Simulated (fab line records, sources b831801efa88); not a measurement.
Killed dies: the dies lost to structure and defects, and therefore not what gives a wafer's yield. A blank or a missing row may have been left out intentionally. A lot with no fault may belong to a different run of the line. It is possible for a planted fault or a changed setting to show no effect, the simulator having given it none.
Code-filled problem report in 8D (eight disciplines) form + flow sfq-line + the parts of the form that need people (team, actions taken, sign-off) are left out

== 1. THE ISSUE ==
At SFQ_TRILAYER_I1_DEP_PECVD_045, rf-fwd-power-W averages 153.1 W over 5 wafers from 2 lots, while fault-free wafers read 182.2 W, standard deviation 0.7. That puts it -42 standard deviations away from the usual mean.
The step: deposits SiO2 from SiH4/N2O, time 111.11 s, target thk 500 nm.
First observed at day 15 19:00: wafer L553.3, on pecvd-01. At this step, 41 wafers from 14 lots have a number in the record. Rule for "out", or "out of limits": more than 4 standard deviations from the usual mean. The other wafers with a number count as sound.

== 2. WHAT IT IS; WHAT IT IS NOT ==
| question                    | is                     | is not                                                                                             |
|-----------------------------|------------------------|----------------------------------------------------------------------------------------------------|
| which readings at this step | rf-fwd-power-W         | chamber-pressure-Torr, heater-power-w, throttle-valve-pct                                          |
| which lots                  | L553, L557             | L544, L545, L546, L548, L551, L552, L555, L562, L563, L565, L566, L567                             |
| which wafers of those lots  | all that have a number | -                                                                                                  |
| read on which tools         | pecvd-01               | pecvd-02, pecvd-04                                                                                 |
| when                        | from day 15 19:00      | up to then (18 sound wafers); but 18 sound wafers of L555, L562, L563, L565, L566, L567 came after |

== 3. THE SUSPECTS, EACH WITH WHAT RULES IT OUT ==
Counting: a tool stays on the suspect list if, at a process step up to the reading, it processed all lots that are out and no sound lot following the first of them.
- pecvd-01 at SFQ_TRILAYER_I1_DEP_PECVD_045 (deposits SiO2 from SiH4/N2O, time 111.11 s, target thk 500 nm): kept. It processed each lot that is out, first L553 at day 15 19:00, and no sound lot thereafter; up to then, the last sound lot it processed was L551 at day 15 03:29. Its own readings are out on those wafers: rf-fwd-power-W.
Left after counting: pecvd-01 at SFQ_TRILAYER_I1_DEP_PECVD_045.

== 4. THE CAUSE (what the simulator had put in) ==
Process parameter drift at SFQ_TRILAYER_I1_DEP_PECVD_045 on pecvd-01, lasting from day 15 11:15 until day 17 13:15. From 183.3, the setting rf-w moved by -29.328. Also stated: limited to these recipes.
After counting, this tool was the only one left.

== 5. THE CHAIN OF EFFECTS, in route order ==
One row per reading whose mean, taken over the struck wafers that have a number, lies over 3 standard deviations from the usual. Only readings for which the record gives a usual standard deviation are gone through. hours: the time from each lot's start at the first step in this table that gives one to its start at this step, as a median over the lots. sigmas: the change in usual standard deviations.
| hours | step                          | reading        | usual   | on struck wafers | change | sigmas |
|-------|-------------------------------|----------------|---------|------------------|--------|--------|
| 0     | SFQ_TRILAYER_I1_DEP_PECVD_045 | rf-fwd-power-W | 182.2 W | 153.1            | -29.1  | -42    |
The process steps in it:
- SFQ_TRILAYER_I1_DEP_PECVD_045: deposits SiO2 from SiH4/N2O, time 111.11 s, target thk 500 nm.

== 6. HOW IT WOULD HAVE BEEN CAUGHT EARLIER ==
First out-of-limits reading in this record: day 15 19:00, which is 8 hours after fault onset at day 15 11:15.
